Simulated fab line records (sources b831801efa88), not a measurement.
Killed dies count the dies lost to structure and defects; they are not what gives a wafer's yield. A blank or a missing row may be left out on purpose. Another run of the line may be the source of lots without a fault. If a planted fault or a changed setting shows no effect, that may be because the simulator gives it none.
fab line records    flow sky130
[record] lots = 12  wafers = 36  last_day = 50
route steps=708 shown NWELL@34 SONOS_TUNNEL@166 SONOS_ONO@172 RES_PROTECT@214
lots with no fault: from the same line, run without faults
start_h: hours from the record's opening day to when the first of the lot's shown wafers began    wait_h: hours from the lot's prior step to this one    " unchanged from the row above    L1.1+2: a single row standing in for several wafers    - no value present, or no start provided    * or withheld: withheld    < > ~ a bound
route shown NAME@n: NAME is a module with steps in the file, n the number in the route of the first one    usual: the fault-free wafers' mean and standard deviation    same: alike in all rows    chamber/n: place in a boat    sites: each site's reading    _std_site: standard deviation of those values    _edge_site: mean of outer sites minus mean of inner sites    radius_mm: for every site, how far away it sits from the centre of the wafer    mask NAME#n: copy n    behind: tool/chamber where the wafer was last shaped    hold: why the lot went on hold/how many hours it stayed there/how the hold came to an end    device: transistor that didn't switch, given as n, p or np    end of line: the route-end tests of the same wafers    step lacking rows: just its recipe    killed: count of dies lost to structure and defects at first sort (not the wafer's yield)    map: per-die view of a wafer (x killed, . not killed, _ where there is no die)
set.NAME: the run value of the setting; set.NAME@STEP: its run value at that earlier step    model.NAME: the simulator's own value behind a step, which no gauge read
one table for each step of the route and one row for each wafer, over a sample of lots
services: a tool's chamber out of use, with start hour (start_h, from the record's first day; less than 0 if before it), hours out, and reason
[[steps]]
[step SKY_NWELL_THK_MEAS_02]
[recipe] reads = SiO2_of_NWELL_OXIDATION_01
[usual] NWELL_OXIDATION_THK = 10.08/0.21
lot.wafer  tool           chamber  start_h  wait_h  NWELL_OXIDATION_THK[nm]
L221.1     film_metro-01  -        42.26    0.0     9.74
L221.3     "              -        "        "       10.03
L221.6     "              -        "        "       9.84
L222.3     film_metro-01  -        46.62    0.0     10.17
L222.4     "              -        "        "       10.28
L222.5     "              -        "        "       10.31
L223.1     film_metro-04  -        52.18    0.0     9.98
L223.2     "              -        "        "       9.95
L223.5     "              -        "        "       10.10
L224.1     film_metro-02  -        59.37    0.0     10.19
L224.3     "              -        "        "       10.20
L224.4     "              -        "        "       10.24
L230.2     film_metro-04  -        89.89    0.0     10.37
L230.3     "              -        "        "       10.24
L230.5     "              -        "        "       10.17
L232.2     film_metro-04  -        98.52    0.0     10.16
L232.3     "              -        "        "       10.17
L232.4     "              -        "        "       10.18
L233.1     film_metro-02  -        101.27   0.0     10.07
L233.2     "              -        "        "       10.02
L233.5     "              -        "        "       9.97
L234.3     film_metro-01  -        111.83   0.0     10.13
L234.4     "              -        "        "       10.00
L234.5     "              -        "        "       9.98
L235.1     film_metro-04  -        117.49   0.0     10.04
L235.2     "              -        "        "       10.10
L235.3     "              -        "        "       10.07
L241.1     film_metro-01  -        149.82   0.0     10.26
L241.4     "              -        "        "       10.29
L241.5     "              -        "        "       10.27
L242.2     film_metro-04  -        151.27   0.0     10.06
L242.4     "              -        "        "       10.18
L242.5     "              -        "        "       10.00
L243.3     film_metro-04  -        162.72   0.0     10.02
L243.5     "              -        "        "       9.95
L243.6     "              -        "        "       9.86
[step SKY_SONOS_TUNNEL_TW_MEAS_12]
[usual] SONOS_TUNNEL_TW = 196.3/1.1
lot.wafer  tool           chamber  start_h  wait_h  SONOS_TUNNEL_TW
L221.1     film_metro-02  -        253.47   0.0     193.8
L221.3     "              -        "        "       194.8
L221.6     "              -        "        "       196.0
L222.3     film_metro-02  -        263.03   0.0     195.7
L222.4     "              -        "        "       196.5
L222.5     "              -        "        "       196.5
L223.1     film_metro-02  -        269.88   0.0     195.7
L223.2     "              -        "        "       194.5
L223.5     "              -        "        "       195.7
L224.1     film_metro-04  -        281.16   0.0     196.4
L224.3     "              -        "        "       197.3
L224.4     "              -        "        "       196.9
L230.2     film_metro-02  -        327.99   0.0     194.6
L230.3     "              -        "        "       194.9
L230.5     "              -        "        "       195.0
L233.1     film_metro-04  -        344.22   0.0     197.2
L233.2     "              -        "        "       197.4
L233.5     "              -        "        "       196.3
L232.2     film_metro-02  -        351.77   0.0     196.0
L232.3     "              -        "        "       196.2
L232.4     "              -        "        "       195.0
L234.3     film_metro-02  -        363.70   0.0     195.5
L234.4     "              -        "        "       195.4
L234.5     "              -        "        "       195.5
L235.1     film_metro-02  -        369.65   0.0     196.5
L235.2     "              -        "        "       195.5
L235.3     "              -        "        "       195.4
L241.1     film_metro-03  -        422.66   0.0     195.8
L241.4     "              -        "        "       196.8
L241.5     "              -        "        "       195.3
L242.2     film_metro-04  -        424.72   0.0     197.6
L242.4     "              -        "        "       197.9
L242.5     "              -        "        "       198.0
L243.3     film_metro-02  -        443.75   0.0     195.4
L243.5     "              -        "        "       195.1
L243.6     "              -        "        "       196.0
[step SKY_SONOS_ONO_CVD_04]
[recipe] material = SiO2  precursor = SiH4/N2O  target_thk_nm = 5.7199  temp_c = 900  pressure_mtorr = 400
[usual] spike_tc_bottom_C = 917.2/1.2  spike_tc_centre_C = 901.4/0.98  spike_tc_lower_C = 899.4/1.3  spike_tc_top_C = 911.5/1.6  spike_tc_upper_C = 899.4/1.2  susceptor_temp_C = 900.0/0.37
lot.wafer  tool      chamber  start_h  wait_h  spike_tc_bottom_C  spike_tc_centre_C  spike_tc_lower_C  spike_tc_top_C  spike_tc_upper_C  susceptor_temp_C
L221.1     lpcvd-03  0        258.55   0.1     918.2              901.9              899.2             911.6           897.5             900.0
L221.3     "         0        "        "       916.7              900.7              897.3             912.5           898.4             899.9
L221.6     "         0        "        "       915.7              901.1              899.4             910.9           899.7             899.8
L222.3     lpcvd-03  1        268.57   0.0     919.5              902.8              899.4             912.8           898.0             900.1
L222.4     "         1        "        "       918.1              900.4              900.3             915.2           900.0             900.4
L222.5     "         1        "        "       918.1              902.3              900.7             912.7           899.9             899.5
L223.1     lpcvd-03  0        273.70   0.1     915.6              899.7              898.4             910.6           898.4             900.2
L223.2     "         0        "        "       917.6              901.3              900.2             910.2           898.7             900.3
L223.5     "         0        "        "       919.0              900.7              897.8             911.7           899.5             900.4
L224.1     lpcvd-03  0        286.19   0.1     919.2              900.3              898.8             912.2           899.0             899.7
L224.3     "         0        "        "       918.2              900.9              897.6             910.0           899.2             899.7
L224.4     "         0        "        "       915.5              900.8              898.1             909.3           897.5             899.6
L230.2     lpcvd-03  0        331.31   0.0     917.2              900.2              899.9             910.0           899.0             899.9
L230.3     "         0        "        "       917.7              900.9              899.4             910.7           899.8             899.9
L230.5     "         0        "        "       916.4              900.0              899.4             908.7           899.4             900.1
L233.1     lpcvd-03  1        348.92   0.1     917.4              901.2              901.5             914.0           900.2             900.7
L233.2     "         1        "        "       917.8              903.2              901.3             913.9           900.8             899.9
L233.5     "         1        "        "       920.3              903.5              899.8             914.2           900.2             900.4
L232.2     lpcvd-03  0        359.68   0.0     927.3              913.4              907.1             921.9           911.5             911.8
L232.3     "         0        "        "       927.4              912.9              910.2             924.2           910.7             911.3
L232.4     "         0        "        "       927.9              913.2              910.0             920.1           909.3             911.8
L234.3     lpcvd-03  0        367.02   0.0     927.8              913.1              910.1             922.0           909.9             911.7
L234.4     "         0        "        "       928.5              914.6              909.3             922.9           911.3             912.6
L234.5     "         0        "        "       926.4              910.4              909.6             922.0           911.6             912.4
L235.1     lpcvd-03  1        372.51   0.1     930.3              912.8              912.9             926.3           911.7             911.2
L235.2     "         1        "        "       930.3              913.9              911.3             924.6           911.8             911.6
L235.3     "         1        "        "       929.2              915.3              912.5             925.6           911.8             910.7
L241.1     lpcvd-03  0        425.85   0.1     916.2              901.3              900.2             910.2           899.2             900.4
L241.4     "         0        "        "       916.9              902.0              898.1             912.0           898.9             900.4
L241.5     "         0        "        "       917.7              900.8              899.1             911.2           898.8             900.4
L242.2     lpcvd-03  1        429.49   0.0     917.8              901.3              900.9             911.5           900.6             900.3
L242.4     "         1        "        "       918.6              901.3              900.3             913.1           900.2             900.2
L242.5     "         1        "        "       917.7              902.1              902.5             914.0           902.6             900.3
L243.3     lpcvd-03  0        446.32   0.0     917.7              901.9              897.7             909.9           896.7             899.7
L243.5     "         0        "        "       915.8              900.6              900.6             910.3           899.2             900.0
L243.6     "         0        "        "       916.8              902.4              899.0             910.0           899.5             900.0
[step SKY_SONOS_ONO_THK_MEAS_05]
[recipe] reads = SiO2_of_SONOS_ONO_CVD_04
[usual] SONOS_ONO_CVD_04_THK = 5.78/0.12
lot.wafer  tool           chamber  start_h  wait_h  SONOS_ONO_CVD_04_THK[nm]
L221.1     film_metro-01  -        259.80   0.0     5.79
L221.3     "              -        "        "       5.75
L221.6     "              -        "        "       5.86
L222.3     film_metro-03  -        269.84   0.0     5.91
L222.4     "              -        "        "       5.85
L222.5     "              -        "        "       5.81
L223.1     film_metro-01  -        274.95   0.0     5.79
L223.2     "              -        "        "       5.81
L223.5     "              -        "        "       5.85
L224.1     film_metro-04  -        287.44   0.0     5.66
L224.3     "              -        "        "       5.79
L224.4     "              -        "        "       5.66
L230.2     film_metro-01  -        333.19   0.0     5.74
L230.3     "              -        "        "       5.88
L230.5     "              -        "        "       5.84
L233.1     film_metro-01  -        350.17   0.0     5.93
L233.2     "              -        "        "       5.82
L233.5     "              -        "        "       5.98
L232.2     film_metro-03  -        362.51   0.0     6.89
L232.3     "              -        "        "       7.03
L232.4     "              -        "        "       7.09
L234.3     film_metro-04  -        368.29   0.0     6.72
L234.4     "              -        "        "       6.78
L234.5     "              -        "        "       6.84
L235.1     film_metro-03  -        373.76   0.0     6.95
L235.2     "              -        "        "       7.02
L235.3     "              -        "        "       7.00
L241.1     film_metro-03  -        427.73   0.0     5.61
L241.4     "              -        "        "       5.60
L241.5     "              -        "        "       5.66
L242.2     film_metro-01  -        431.38   0.0     5.77
L242.4     "              -        "        "       5.73
L242.5     "              -        "        "       5.78
L243.3     film_metro-03  -        447.59   0.0     5.86
L243.5     "              -        "        "       5.77
L243.6     "              -        "        "       5.93
[step SKY_RES_PROTECT_STRIP_07]
[recipe] chemistry = O2/N2  power_w = 1400  pressure_mtorr = 1500  platen_temp_c = withheld  o2_flow_sccm = 3000  n2_flow_sccm = 300  overash_fraction = 0.5
[usual] drypump_motor_current_A = 5.51/0.23  oes_product_au = 0.517/0.0047  strip_time_to_endpoint_s = 23.29/0.04
lot.wafer  tool             chamber  start_h  wait_h  drypump_motor_current_A  oes_product_au  rf_hours_counter_h  strip_time_to_endpoint_s
L221.1     plasma_asher-03  0        341.88   0.1     5.43                     0.521           56                  23.27
L221.3     "                0        "        "       5.43                     0.518           -                   23.26
L221.6     "                1        "        "       5.95                     0.515           -                   23.28
L222.3     plasma_asher-02  1        353.83   0.1     5.56                     0.517           -                   23.26
L222.4     "                0        "        "       5.49                     0.516           -                   23.28
L222.5     "                1        "        "       5.55                     0.509           -                   23.31
L223.1     plasma_asher-02  1        358.10   0.1     5.50                     0.523           23                  23.33
L223.2     "                0        "        "       5.48                     0.512           23                  23.28
L223.5     "                0        "        "       5.47                     0.522           -                   23.26
L224.1     plasma_asher-01  1        374.25   0.1     5.19                     0.526           67                  23.30
L224.3     "                0        "        "       5.47                     0.518           -                   23.32
L224.4     "                1        "        "       5.19                     0.518           -                   23.31
L230.2     plasma_asher-03  1        424.59   0.1     5.96                     0.521           64                  23.26
L230.3     "                0        "        "       5.43                     0.517           -                   23.28
L230.5     "                0        "        "       5.43                     0.514           -                   23.25
L233.1     plasma_asher-03  1        445.65   0.1     5.96                     0.516           66                  23.28
L233.2     "                0        "        "       5.43                     0.522           66                  23.24
L233.5     "                1        "        "       5.96                     0.517           -                   23.28
L232.2     plasma_asher-03  0        458.49   0.1     5.45                     0.513           67                  23.30
L232.3     "                0        "        "       5.43                     0.519           -                   23.29
L232.4     "                1        "        "       5.96                     0.519           -                   23.35
L234.3     plasma_asher-03  1        461.88   0.1     5.93                     0.508           -                   23.26
L234.4     "                0        "        "       5.44                     0.514           -                   23.32
L234.5     "                1        "        "       5.94                     0.509           -                   23.27
L235.1     plasma_asher-01  0        471.39   0.1     5.48                     0.514           4                   23.27
L235.2     "                1        "        "       5.19                     0.517           4                   23.30
L235.3     "                0        "        "       5.49                     0.522           -                   23.24
L241.1     plasma_asher-03  0        526.33   0.1     5.41                     0.519           74                  23.33
L241.4     "                1        "        "       5.95                     0.517           -                   23.30
L241.5     "                1        "        "       5.95                     0.515           -                   23.38
L242.2     plasma_asher-02  0        532.55   0.1     5.47                     0.517           39                  23.26
L242.4     "                0        "        "       5.47                     0.517           -                   23.28
L242.5     "                1        "        "       5.49                     0.511           -                   23.19
L243.3     plasma_asher-01  0        545.13   0.1     5.46                     0.514           -                   23.23
L243.5     "                0        "        "       5.48                     0.518           -                   23.23
L243.6     "                1        "        "       5.26                     0.517           -                   23.23
[[services]]
tool             chamber  start_h  hours  kind
lpcvd-03         -        267.23   0.8    repair
plasma_asher-03  -        357.60   0.5    repair
lpcvd-03         -        393.40   2.8    pm
plasma_asher-01  -        421.25   9.0    pm
plasma_asher-01  0        421.25   10.6   vent_cycle
plasma_asher-01  1        421.25   10.6   vent_cycle
plasma_asher-01  -        429.01   2.8    repair
plasma_asher-01  0        430.25   -      clean
plasma_asher-01  1        430.25   -      clean
plasma_asher-02  -        445.45   1.6    repair
plasma_asher-02  -        484.70   1.3    repair
[[key]]
[first_sign] step = SKY_SONOS_ONO_CVD_04  reading = susceptor_temp_C  direction = up  sigmas = 31  usual = *  struck = *
[effect] step = SKY_SONOS_ONO_CVD_04  reading = spike_tc_centre_C  direction = up  sigmas = 12  usual = 901.4  struck = 913.3
[effect] step = SKY_SONOS_ONO_THK_MEAS_05  reading = SONOS_ONO_CVD_04_THK  direction = up  sigmas = 9.7  usual = 5.78  struck = 6.93
met_at SKY_SONOS_ONO_CVD_04
struck_lots L232,L234,L235
tester_left_out L232,L234,L235
not_acting_at SKY_NWELL_THK_MEAS_02,SKY_SONOS_TUNNEL_TW_MEAS_12,SKY_RES_PROTECT_STRIP_07
onset_between 348.92 359.68
[fault] kind = process_parameter_drift  tool = lpcvd-03  chamber = -  onset_h = 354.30  steps = SKY_SONOS_ONO_CVD_04  channel = temp_c  offset = *  shape = step  end_h = 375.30  stated = *
// tester_left_out: of these lots the tester's yield and bins aren't shown, on N5 and GAA mostly nor the transistor test; their killed dies are dies lost to structure and defects alone, not to doping, threshold or leakage, so they don't give the yield
